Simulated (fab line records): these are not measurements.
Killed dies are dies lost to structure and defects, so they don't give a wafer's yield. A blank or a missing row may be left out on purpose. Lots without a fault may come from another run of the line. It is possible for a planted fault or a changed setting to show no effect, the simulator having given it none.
fab line records	flow sky130
record lots=24	wafers=72	last_day=50
route steps=708 shown VIA1@459 METAL2@488 VIA3@595 METAL4@599
lots with no fault: from the same line, run without faults
start_h: start of the lot's first displayed wafer, in hours after the record's first day	wait_h: hours since the lot's step before	" unchanged from the row above	L1.1+2: several wafers, shown together as one row	- value missing, or start not given	* or withheld: withheld	< > ~ a bound
route shown NAME@n: NAME is a module with steps in the file, n the number in the route of the first one	usual: average and standard deviation across the fault-free wafers	same: alike in all rows	chamber/n: place in a boat	sites: per-site readings	_std_site: their standard deviation	_edge_site: outer sites' mean less inner sites'	radius_mm: for every site, how far away it sits from the centre of the wafer	mask NAME#n: copy n	behind: the last tool/chamber to shape the wafer	hold: the reason the lot was held/the length of the hold in hours/how it ended	device: the n, p or np transistor that did not switch	end of line: tests run on the same wafers once the route is complete	a step without rows: its recipe alone	killed: not the wafer's yield, but the dies lost to structure and defects at the first sort	map: a wafer's dies, marking killed ones x, the rest . and places with no die _
set.NAME: the setting as run; set.NAME@STEP: as run at that earlier step	model.NAME: the simulator's own value behind a step, which no gauge read
route steps across a sampled set of lots; one table per step, one row per wafer
services: the hour from which a tool's chamber was out of use, counted from the record's first day as start_h (under 0 if before that day), plus the number of hours and why
## steps
# step SKY_VIA1_THK_MEAS_01
# recipe reads=SiO2_of_VIA1_HDPCVD_00
# usual VIA1_HDPCVD_THK=1033/9.2
lot.wafer	tool	chamber	start_h	wait_h	VIA1_HDPCVD_THK[nm]
L074.3	film_metro-01	-	755.23	0.1	1048
L074.4	"	-	"	"	1037
L074.6	"	-	"	"	1028
L075.2	film_metro-02	-	765.48	0.1	1054
L075.4	"	-	"	"	1051
L075.6	"	-	"	"	1043
L076.1	film_metro-04	-	796.84	0.1	1029
L076.2	"	-	"	"	1025
L076.6	"	-	"	"	1022
L078.2	film_metro-04	-	798.52	0.1	1022
L078.4	"	-	"	"	1035
L078.5	"	-	"	"	1035
L077.1	film_metro-01	-	799.89	0.1	1029
L077.2	"	-	"	"	1034
L077.4	"	-	"	"	1041
L079.1	film_metro-04	-	801.12	0.1	1036
L079.3	"	-	"	"	1025
L079.5	"	-	"	"	1028
L080.2	film_metro-04	-	808.93	0.1	1036
L080.3	"	-	"	"	1042
L080.4	"	-	"	"	1030
L081.1	film_metro-01	-	828.63	0.1	1045
L081.3	"	-	"	"	1042
L081.6	"	-	"	"	1040
L082.1	film_metro-02	-	830.05	0.1	1042
L082.4	"	-	"	"	1050
L082.5	"	-	"	"	1053
L083.1	film_metro-04	-	833.33	0.1	1025
L083.5	"	-	"	"	1033
L083.6	"	-	"	"	1036
L084.2	film_metro-02	-	838.18	0.1	1022
L084.3	"	-	"	"	1012
L084.4	"	-	"	"	1016
L085.1	film_metro-04	-	848.70	0.1	1022
L085.3	"	-	"	"	1029
L085.4	"	-	"	"	1028
L086.2	film_metro-01	-	850.39	0.1	1034
L086.3	"	-	"	"	1041
L086.5	"	-	"	"	1030
L087.2	film_metro-02	-	865.34	0.1	1022
L087.4	"	-	"	"	1025
L087.6	"	-	"	"	1025
L088.2	film_metro-04	-	873.86	0.1	1044
L088.4	"	-	"	"	1033
L088.5	"	-	"	"	1034
L089.2	film_metro-01	-	880.79	0.1	1026
L089.3	"	-	"	"	1030
L089.6	"	-	"	"	1024
L090.2	film_metro-01	-	887.73	0.1	1038
L090.3	"	-	"	"	1045
L090.5	"	-	"	"	1042
L091.2	film_metro-01	-	896.36	0.1	1036
L091.3	"	-	"	"	1034
L091.5	"	-	"	"	1039
L092.3	film_metro-01	-	897.69	0.1	1015
L092.5	"	-	"	"	1018
L092.6	"	-	"	"	1019
L093.1	film_metro-04	-	915.47	0.1	1040
L093.3	"	-	"	"	1038
L093.6	"	-	"	"	1033
L094.3	film_metro-02	-	917.73	0.1	1023
L094.4	"	-	"	"	1021
L094.6	"	-	"	"	1030
L095.2	film_metro-01	-	924.48	0.1	1043
L095.3	"	-	"	"	1037
L095.5	"	-	"	"	1032
L097.2	film_metro-01	-	958.48	0.1	1040
L097.4	"	-	"	"	1040
L097.6	"	-	"	"	1033
L096.3	film_metro-04	-	960.84	0.1	1026
L096.5	"	-	"	"	1016
L096.6	"	-	"	"	1032
# step SKY_METAL2_RS_MEAS_05
# recipe thk_meas_gauge=four-point-probe	reads=TiN_of_METAL2_SPUTTER_04+Ti_of_METAL2_SPUTTER_03+AlCu_of_METAL2_SPUTTER_02+TiN_of_METAL2_SPUTTER_01+Ti_of_METAL2_SPUTTER_00
# usual METAL2_ALCU_RS=0.1269/0.0012
lot.wafer	tool	chamber	start_h	wait_h	METAL2_ALCU_RS[ohm/sq]
L074.3	film_metro-01	-	783.95	0.1	0.1265
L074.4	"	-	"	"	0.1260
L074.6	"	-	"	"	0.1257
L075.2	film_metro-03	-	793.09	0.0	0.1284
L075.4	"	-	"	"	0.1281
L075.6	"	-	"	"	0.1291
L076.1	film_metro-03	-	825.20	0.0	0.1274
L076.2	"	-	"	"	0.1271
L076.6	"	-	"	"	0.1262
L078.2	film_metro-03	-	826.68	0.0	0.1255
L078.4	"	-	"	"	0.1255
L078.5	"	-	"	"	0.1244
L077.1	film_metro-03	-	828.55	0.0	0.1271
L077.2	"	-	"	"	0.1267
L077.4	"	-	"	"	0.1288
L079.1	film_metro-01	-	829.50	0.0	0.1281
L079.3	"	-	"	"	0.1280
L079.5	"	-	"	"	0.1286
L080.2	film_metro-01	-	837.44	0.0	0.1266
L080.3	"	-	"	"	0.1289
L080.4	"	-	"	"	0.1282
L081.1	film_metro-04	-	857.50	0.0	0.1262
L081.3	"	-	"	"	0.1269
L081.6	"	-	"	"	0.1271
L082.1	film_metro-03	-	858.30	0.0	0.1270
L082.4	"	-	"	"	0.1254
L082.5	"	-	"	"	0.1261
L083.1	film_metro-04	-	861.43	0.0	0.1279
L083.5	"	-	"	"	0.1282
L083.6	"	-	"	"	0.1276
L084.2	film_metro-01	-	866.08	0.0	0.1285
L084.3	"	-	"	"	0.1272
L084.4	"	-	"	"	0.1285
L085.1	film_metro-03	-	877.01	0.0	0.1264
L085.3	"	-	"	"	0.1268
L085.4	"	-	"	"	0.1275
L086.2	film_metro-03	-	879.31	0.0	0.1277
L086.3	"	-	"	"	0.1279
L086.5	"	-	"	"	0.1269
L087.2	film_metro-03	-	893.34	0.0	0.1284
L087.4	"	-	"	"	0.1283
L087.6	"	-	"	"	0.1286
L088.2	film_metro-03	-	901.43	0.0	0.1238
L088.4	"	-	"	"	0.1241
L088.5	"	-	"	"	0.1243
L089.2	film_metro-04	-	908.41	0.0	0.1260
L089.3	"	-	"	"	0.1260
L089.6	"	-	"	"	0.1253
L090.2	film_metro-03	-	915.18	0.0	0.1263
L090.3	"	-	"	"	0.1270
L090.5	"	-	"	"	0.1276
L091.2	film_metro-04	-	923.79	0.0	0.1278
L091.3	"	-	"	"	0.1281
L091.5	"	-	"	"	0.1274
L092.3	film_metro-01	-	924.99	0.1	0.1266
L092.5	"	-	"	"	0.1281
L092.6	"	-	"	"	0.1262
L093.1	film_metro-04	-	941.87	0.0	0.1253
L093.3	"	-	"	"	0.1257
L093.6	"	-	"	"	0.1246
L094.3	film_metro-03	-	944.78	0.1	0.1278
L094.4	"	-	"	"	0.1273
L094.6	"	-	"	"	0.1276
L095.2	film_metro-03	-	950.78	0.0	0.1262
L095.3	"	-	"	"	0.1269
L095.5	"	-	"	"	0.1265
L097.2	film_metro-03	-	984.08	0.0	0.1274
L097.4	"	-	"	"	0.1275
L097.6	"	-	"	"	0.1253
L096.3	film_metro-03	-	986.63	0.1	0.1254
L096.5	"	-	"	"	0.1258
L096.6	"	-	"	"	0.1264
# step SKY_VIA3_RS_MEAS_22
# recipe thk_meas_gauge=four-point-probe	reads=W_of_VIA3_CVD_21+TiN_of_VIA3_SPUTTER_20
# usual VIA3_W_RS=0.2958/0.0027
lot.wafer	tool	chamber	start_h	wait_h	VIA3_W_RS[ohm/sq]
L074.3	film_metro-02	-	920.84	0.1	0.2972
L074.4	"	-	"	"	0.2975
L074.6	"	-	"	"	0.2967
L075.2	film_metro-04	-	930.85	0.1	0.2932
L075.4	"	-	"	"	0.2881
L075.6	"	-	"	"	0.2966
L076.1	film_metro-02	-	958.85	0.1	0.3000
L076.2	"	-	"	"	0.2968
L076.6	"	-	"	"	0.2968
L078.2	film_metro-01	-	960.73	0.1	0.2967
L078.4	"	-	"	"	0.2990
L078.5	"	-	"	"	0.3006
L077.1	film_metro-04	-	961.06	0.1	0.2957
L077.2	"	-	"	"	0.2974
L077.4	"	-	"	"	0.2946
L079.1	film_metro-04	-	963.43	0.1	0.2933
L079.3	"	-	"	"	0.2883
L079.5	"	-	"	"	0.2945
L080.2	film_metro-02	-	970.09	0.1	0.2972
L080.3	"	-	"	"	0.2949
L080.4	"	-	"	"	0.3005
L081.1	film_metro-01	-	988.49	0.1	0.2999
L081.3	"	-	"	"	0.2980
L081.6	"	-	"	"	0.2982
L082.1	film_metro-02	-	988.97	0.1	0.2991
L082.4	"	-	"	"	0.2929
L082.5	"	-	"	"	0.2993
L083.1	film_metro-04	-	992.25	0.1	0.2920
L083.5	"	-	"	"	0.2977
L083.6	"	-	"	"	0.2973
L084.2	film_metro-02	-	997.06	0.1	0.2972
L084.3	"	-	"	"	0.2963
L084.4	"	-	"	"	0.2912
L085.1	film_metro-02	-	1005.94	0.1	0.2928
L085.3	"	-	"	"	0.2951
L085.4	"	-	"	"	0.2923
L086.2	film_metro-04	-	1007.89	0.1	0.2916
L086.3	"	-	"	"	0.2943
L086.5	"	-	"	"	0.2946
L087.2	film_metro-02	-	1021.28	0.1	0.2950
L087.4	"	-	"	"	0.2909
L087.6	"	-	"	"	0.2934
L088.2	film_metro-04	-	1027.01	0.1	0.2916
L088.4	"	-	"	"	0.2901
L088.5	"	-	"	"	0.2952
L089.2	film_metro-02	-	1033.36	0.1	0.2982
L089.3	"	-	"	"	0.2965
L089.6	"	-	"	"	0.2993
L090.2	film_metro-02	-	1041.19	0.1	0.2977
L090.3	"	-	"	"	0.2939
L090.5	"	-	"	"	0.2984
L091.2	film_metro-01	-	1047.45	0.1	0.2950
L091.3	"	-	"	"	0.2969
L091.5	"	-	"	"	0.2940
L092.3	film_metro-02	-	1048.20	0.1	0.2940
L092.5	"	-	"	"	0.2951
L092.6	"	-	"	"	0.2979
L093.1	film_metro-04	-	1065.42	0.1	0.2971
L093.3	"	-	"	"	0.2949
L093.6	"	-	"	"	0.2955
L094.3	film_metro-01	-	1066.75	0.1	0.2962
L094.4	"	-	"	"	0.2941
L094.6	"	-	"	"	0.2992
L095.2	film_metro-04	-	1070.99	0.1	0.2959
L095.3	"	-	"	"	0.2989
L095.5	"	-	"	"	0.2954
L097.2	film_metro-01	-	1098.83	0.1	0.3035
L097.4	"	-	"	"	0.2950
L097.6	"	-	"	"	0.2977
L096.3	film_metro-01	-	1102.62	0.1	0.2914
L096.5	"	-	"	"	0.2953
L096.6	"	-	"	"	0.2949
# step SKY_VIA3_CMP_24
# recipe stop_on=SiO2	t_overpolish_s=20	down_force_psi=3.5	platen_rpm=60	target_thk_nm=0	pad_velocity_m_s=0.94248
# usual motor_current_A=11.3/1	overpolish_run_s=20.000/0.0095	platen_rpm=59.99/0.032	slurry_filter_dp_kPa=13.49/0.14	time_to_endpoint_s=94/3.3
lot.wafer	tool	chamber	start_h	wait_h	motor_current_A	overpolish_run_s	platen_rpm	slurry_filter_dp_kPa	time_to_endpoint_s
L074.3	cmp-02	1	920.98	0.0	9.2	20.006	59.98	13.43	93
L074.4	"	0	"	"	11.0	19.996	59.98	13.63	92
L074.6	"	1	"	"	10.7	20.012	59.97	13.45	95
L075.4	cmp-02	0	931.01	0.0	11.9	20.003	60.07	13.26	96
L075.2	"	1	"	"	10.2	20.019	59.99	13.47	96
L075.6	"	0	"	"	10.7	19.989	59.98	13.74	91
L076.2	cmp-01	3	959.03	0.0	10.3	19.998	60.01	13.33	93
L076.1	"	2	"	"	11.9	20.008	60.01	13.37	95
L076.6	"	0	"	"	10.7	19.981	60.02	13.50	90
L078.2	cmp-02	1	960.89	0.0	10.0	19.981	59.97	13.58	88
L078.4	"	3	"	"	12.4	20.000	59.99	13.66	88
L078.5	"	2	"	"	11.0	19.996	60.02	13.44	89
L077.4	cmp-01	1	961.29	0.1	12.8	19.997	59.97	13.27	98
L077.1	"	2	"	"	12.0	19.996	59.99	13.51	95
L077.2	"	3	"	"	10.1	20.004	59.94	13.43	95
L079.1	cmp-02	3	963.71	0.1	12.1	19.985	60.00	13.35	96
L079.3	"	0	"	"	11.5	19.984	59.98	13.62	95
L079.5	"	1	"	"	10.4	20.020	59.94	13.55	90
L080.4	cmp-01	0	970.25	0.0	10.6	19.997	60.02	13.64	92
L080.2	"	1	"	"	13.4	19.994	60.00	13.52	92
L080.3	"	2	"	"	12.2	19.997	60.02	13.53	93
L081.3	cmp-02	1	990.96	2.3	9.8	20.017	60.01	13.59	98
L081.1	"	2	"	"	12.5	20.007	59.97	13.48	98
L081.6	"	0	"	"	11.4	20.000	60.00	13.52	97
L082.4	cmp-02	0	991.16	2.0	10.9	20.007	59.97	13.36	94
L082.1	"	3	"	"	11.8	20.007	59.97	13.52	90
L082.5	"	0	"	"	11.2	19.998	59.96	13.44	90
L083.1	cmp-02	2	993.61	1.2	12.1	19.995	59.99	13.46	100
L083.5	"	1	"	"	10.1	19.991	60.02	13.56	97
L083.6	"	2	"	"	11.6	20.002	59.97	13.36	97
L084.3	cmp-02	0	997.46	0.3	11.6	20.012	60.00	13.64	93
L084.2	"	2	"	"	11.9	20.018	59.98	13.38	96
L084.4	"	3	"	"	11.9	20.007	59.96	13.56	96
L085.4	cmp-02	2	1006.12	0.0	11.4	19.987	60.00	13.75	97
L085.1	"	0	"	"	11.0	20.011	59.99	13.62	99
L085.3	"	1	"	"	9.8	19.992	60.00	13.58	99
L086.3	cmp-02	3	1008.05	0.0	12.5	19.997	60.01	13.55	95
L086.2	"	1	"	"	9.9	20.009	60.03	13.64	95
L086.5	"	0	"	"	11.2	20.008	60.09	13.69	95
L087.2	cmp-02	1	1021.83	0.4	10.2	20.007	59.97	13.44	100
L087.4	"	3	"	"	11.3	19.987	60.07	13.51	98
L087.6	"	1	"	"	9.8	20.012	59.97	13.52	97
L088.4	cmp-01	0	1027.17	0.0	10.7	20.012	60.00	13.49	97
L088.2	"	1	"	"	12.8	19.998	59.99	13.49	97
L088.5	"	0	"	"	10.5	20.008	59.98	13.60	95
L089.3	cmp-01	0	1033.57	0.1	10.5	20.000	59.99	13.41	94
L089.2	"	2	"	"	12.4	20.002	60.04	13.51	95
L089.6	"	3	"	"	10.5	19.995	60.01	13.55	92
L090.2	cmp-01	2	1041.40	0.1	12.2	19.997	59.98	13.36	95
L090.3	"	3	"	"	10.8	20.012	59.96	13.41	94
L090.5	"	1	"	"	12.9	20.006	60.00	13.47	93
L091.2	cmp-01	0	1047.61	0.0	10.8	20.005	59.99	13.55	93
L091.3	"	1	"	"	12.6	20.009	60.01	13.67	100
L091.5	"	1	"	"	12.9	19.997	59.96	13.39	98
L092.3	cmp-02	0	1048.39	0.1	11.0	19.999	59.99	13.40	97
L092.5	"	3	"	"	12.1	20.009	60.00	13.56	98
L092.6	"	0	"	"	11.4	19.992	59.98	13.33	99
L093.1	cmp-01	0	1065.61	0.1	10.7	20.003	59.97	13.38	91
L093.3	"	3	"	"	10.2	19.998	60.03	13.53	95
L093.6	"	1	"	"	12.8	20.001	60.00	13.45	92
L094.4	cmp-01	1	1066.99	0.1	12.7	19.997	59.98	13.66	96
L094.3	"	2	"	"	11.5	19.986	60.04	13.44	97
L094.6	"	0	"	"	10.8	20.018	60.00	13.38	94
L095.3	cmp-01	1	1071.20	0.1	12.6	20.004	60.05	13.58	94
L095.2	"	3	"	"	10.2	19.991	60.00	13.40	93
L095.5	"	1	"	"	12.5	20.016	59.98	13.66	96
L097.4	cmp-02	3	1098.99	0.0	12.1	19.995	59.96	13.36	88
L097.2	"	2	"	"	11.8	20.004	60.03	13.24	86
L097.6	"	0	"	"	10.8	20.015	59.91	13.39	90
L096.3	cmp-02	2	1102.81	0.1	12.1	19.989	60.00	13.29	91
L096.5	"	1	"	"	9.2	20.005	60.05	13.31	89
L096.6	"	2	"	"	12.0	19.988	59.99	13.59	91
# step SKY_METAL4_SPUTTER_01
# recipe material=TiN	target_thk_nm=20	power_w=6500	time_s=16.7	chamber_pressure_pa=0.4
# usual throttle_valve_pct=30.1/1.1
lot.wafer	tool	chamber	start_h	wait_h	throttle_valve_pct
L074.3	pvd_sputter-02	-	921.31	0.0	28.3
L074.4	"	-	"	"	30.9
L074.6	"	-	"	"	30.9
L075.2	pvd_sputter-01	-	931.34	0.0	30.6
L075.4	"	-	"	"	30.9
L075.6	"	-	"	"	30.8
L076.1	pvd_sputter-02	-	959.35	0.0	29.6
L076.2	"	-	"	"	30.6
L076.6	"	-	"	"	30.9
L078.2	pvd_sputter-04	-	961.21	0.0	31.9
L078.4	"	-	"	"	31.0
L078.5	"	-	"	"	29.8
L077.1	pvd_sputter-01	-	961.56	0.0	30.9
L077.2	"	-	"	"	31.3
L077.4	"	-	"	"	30.8
L079.1	pvd_sputter-02	-	963.94	0.0	30.8
L079.3	"	-	"	"	28.0
L079.5	"	-	"	"	28.5
L080.2	pvd_sputter-01	-	970.57	0.0	30.8
L080.3	"	-	"	"	31.2
L080.4	"	-	"	"	30.8
L081.1	pvd_sputter-02	-	991.18	0.0	29.9
L081.3	"	-	"	"	28.3
L081.6	"	-	"	"	30.9
L082.1	pvd_sputter-04	-	991.48	0.0	29.9
L082.4	"	-	"	"	31.8
L082.5	"	-	"	"	29.6
L083.1	pvd_sputter-02	-	993.88	0.0	29.8
L083.5	"	-	"	"	28.3
L083.6	"	-	"	"	31.0
L084.2	pvd_sputter-04	-	997.78	0.0	29.6
L084.3	"	-	"	"	29.6
L084.4	"	-	"	"	31.7
L085.1	pvd_sputter-02	-	1006.44	0.0	30.6
L085.3	"	-	"	"	29.5
L085.4	"	-	"	"	28.6
L086.2	pvd_sputter-04	-	1008.37	0.0	31.8
L086.3	"	-	"	"	29.8
L086.5	"	-	"	"	29.6
L087.2	pvd_sputter-01	-	1022.11	0.0	30.8
L087.4	"	-	"	"	31.3
L087.6	"	-	"	"	30.5
L088.2	pvd_sputter-02	-	1027.49	0.0	28.2
L088.4	"	-	"	"	28.4
L088.5	"	-	"	"	28.2
L089.2	pvd_sputter-01	-	1033.84	0.0	30.7
L089.3	"	-	"	"	30.6
L089.6	"	-	"	"	31.5
L090.2	pvd_sputter-02	-	1041.68	0.0	28.5
L090.3	"	-	"	"	30.6
L090.5	"	-	"	"	28.2
L091.2	pvd_sputter-01	-	1047.93	0.0	30.7
L091.3	"	-	"	"	31.2
L091.5	"	-	"	"	31.6
L092.3	pvd_sputter-01	-	1048.66	0.0	31.0
L092.5	"	-	"	"	30.9
L092.6	"	-	"	"	31.5
L093.1	pvd_sputter-02	-	1065.93	0.0	31.1
L093.3	"	-	"	"	28.2
L093.6	"	-	"	"	28.1
L094.3	pvd_sputter-01	-	1067.22	0.0	31.3
L094.4	"	-	"	"	30.6
L094.6	"	-	"	"	30.8
L095.2	pvd_sputter-01	-	1071.47	0.0	30.5
L095.3	"	-	"	"	30.9
L095.5	"	-	"	"	30.9
L097.2	pvd_sputter-02	-	1099.31	0.0	30.7
L097.4	"	-	"	"	29.8
L097.6	"	-	"	"	29.7
L096.3	pvd_sputter-02	-	1103.08	0.0	29.8
L096.5	"	-	"	"	31.1
L096.6	"	-	"	"	29.8
# step SKY_METAL4_ETCH_17
# recipe target=SiO2	stop_on=TiN	chemistry=C4F8/O2/Ar	source_w=1500	bias_w=1200	pressure_mtorr=40	c4f8_flow_sccm=withheld	O2_flow_sccm=6	Ar_flow_sccm=300	time_s=3.9	target_depth_a=150
# usual oes_product_au=0.753/0.0068
lot.wafer	tool	chamber	start_h	wait_h	oes_product_au
L074.3	rie_diel-02	2	970.09	0.0	0.756
L074.4	"	2	"	"	0.757
L074.6	"	3	"	"	0.761
L075.2	rie_diel-02	3	979.51	0.1	0.743
L075.4	"	0	"	"	0.754
L075.6	"	1	"	"	0.767
L076.1	rie_diel-02	0	1006.34	0.1	0.751
L076.2	"	1	"	"	0.758
L076.6	"	2	"	"	0.753
L078.2	rie_diel-04	0	1009.08	0.1	0.736
L078.4	"	1	"	"	0.754
L078.5	"	3	"	"	0.745
L077.1	rie_diel-02	0	1010.13	0.1	0.736
L077.2	"	2	"	"	0.747
L077.4	"	2	"	"	0.758
L079.1	rie_diel-01	3	1011.46	0.1	0.738
L079.3	"	0	"	"	0.747
L079.5	"	3	"	"	0.753
L080.2	rie_diel-04	3	1018.71	0.1	0.747
L080.3	"	2	"	"	0.754
L080.4	"	1	"	"	0.751
L081.1	rie_diel-02	1	1037.39	0.1	0.743
L081.3	"	0	"	"	0.756
L081.6	"	1	"	"	0.761
L082.1	rie_diel-01	0	1038.38	0.1	0.751
L082.4	"	3	"	"	0.750
L082.5	"	0	"	"	0.752
L083.1	rie_diel-02	2	1041.71	0.1	0.745
L083.5	"	2	"	"	0.759
L083.6	"	0	"	"	0.758
L084.2	rie_diel-04	0	1044.28	0.1	0.762
L084.3	"	2	"	"	0.745
L084.4	"	1	"	"	0.747
L085.1	rie_diel-01	3	1052.29	0.1	0.743
L085.3	"	2	"	"	0.745
L085.4	"	0	"	"	0.751
L086.2	rie_diel-04	0	1052.91	0.1	0.742
L086.3	"	1	"	"	0.750
L086.5	"	0	"	"	0.756
L087.2	rie_diel-01	0	1067.26	0.1	0.742
L087.4	"	3	"	"	0.754
L087.6	"	3	"	"	0.753
L088.2	rie_diel-02	2	1072.10	0.1	0.751
L088.4	"	3	"	"	0.756
L088.5	"	3	"	"	0.766
L089.2	rie_diel-04	1	1077.51	0.1	0.750
L089.3	"	3	"	"	0.750
L089.6	"	3	"	"	0.749
L090.2	rie_diel-04	2	1086.21	0.1	0.757
L090.3	"	1	"	"	0.754
L090.5	"	2	"	"	0.762
L091.2	rie_diel-02	1	1091.53	0.1	0.750
L091.3	"	0	"	"	0.739
L091.5	"	0	"	"	0.753
L092.3	rie_diel-04	2	1091.84	0.0	0.747
L092.5	"	0	"	"	0.757
L092.6	"	1	"	"	0.743
L093.1	rie_diel-02	0	1107.24	0.1	0.753
L093.3	"	1	"	"	0.752
L093.6	"	2	"	"	0.760
L094.3	rie_diel-02	1	1109.88	0.0	0.753
L094.4	"	3	"	"	0.761
L094.6	"	1	"	"	0.757
L095.2	rie_diel-04	2	1112.78	0.1	0.747
L095.3	"	1	"	"	0.742
L095.5	"	1	"	"	0.761
L097.2	rie_diel-04	1	1138.11	0.1	0.758
L097.4	"	2	"	"	0.763
L097.6	"	0	"	"	0.761
L096.3	rie_diel-01	1	1141.34	0.0	0.748
L096.5	"	0	"	"	0.754
L096.6	"	1	"	"	0.751
## services
tool	chamber	start_h	hours	kind
rie_diel-04	3	900.35	9.3	repair
cmp-02	-	901.17	2.3	repair
rie_diel-04	1	901.29	7.9	repair
rie_diel-02	3	911.99	5.7	repair
cmp-01	-	913.27	2.5	repair
cmp-01	-	919.28	4.0	pm
cmp-02	-	931.80	2.9	repair
rie_diel-04	2	939.41	10.4	repair
cmp-01	-	947.85	1.0	repair
rie_diel-02	0	966.94	5.6	repair
cmp-01	-	984.17	0.3	repair
cmp-01	-	985.14	17.0	pm
rie_diel-02	1	986.29	13.4	repair
cmp-02	-	987.11	2.2	repair
rie_diel-02	3	998.06	46.5	repair
cmp-02	-	1008.99	1.9	repair
rie_diel-04	0	1009.69	4.9	repair
cmp-01	-	1018.55	3.5	repair
cmp-02	-	1025.09	1.5	repair
rie_diel-04	2	1052.84	2.4	repair
rie_diel-02	1	1076.30	5.8	repair
cmp-02	-	1085.48	4.0	pm
cmp-02	-	1089.48	5.4	pm
cmp-02	-	1093.43	1.9	repair
## key
fault none
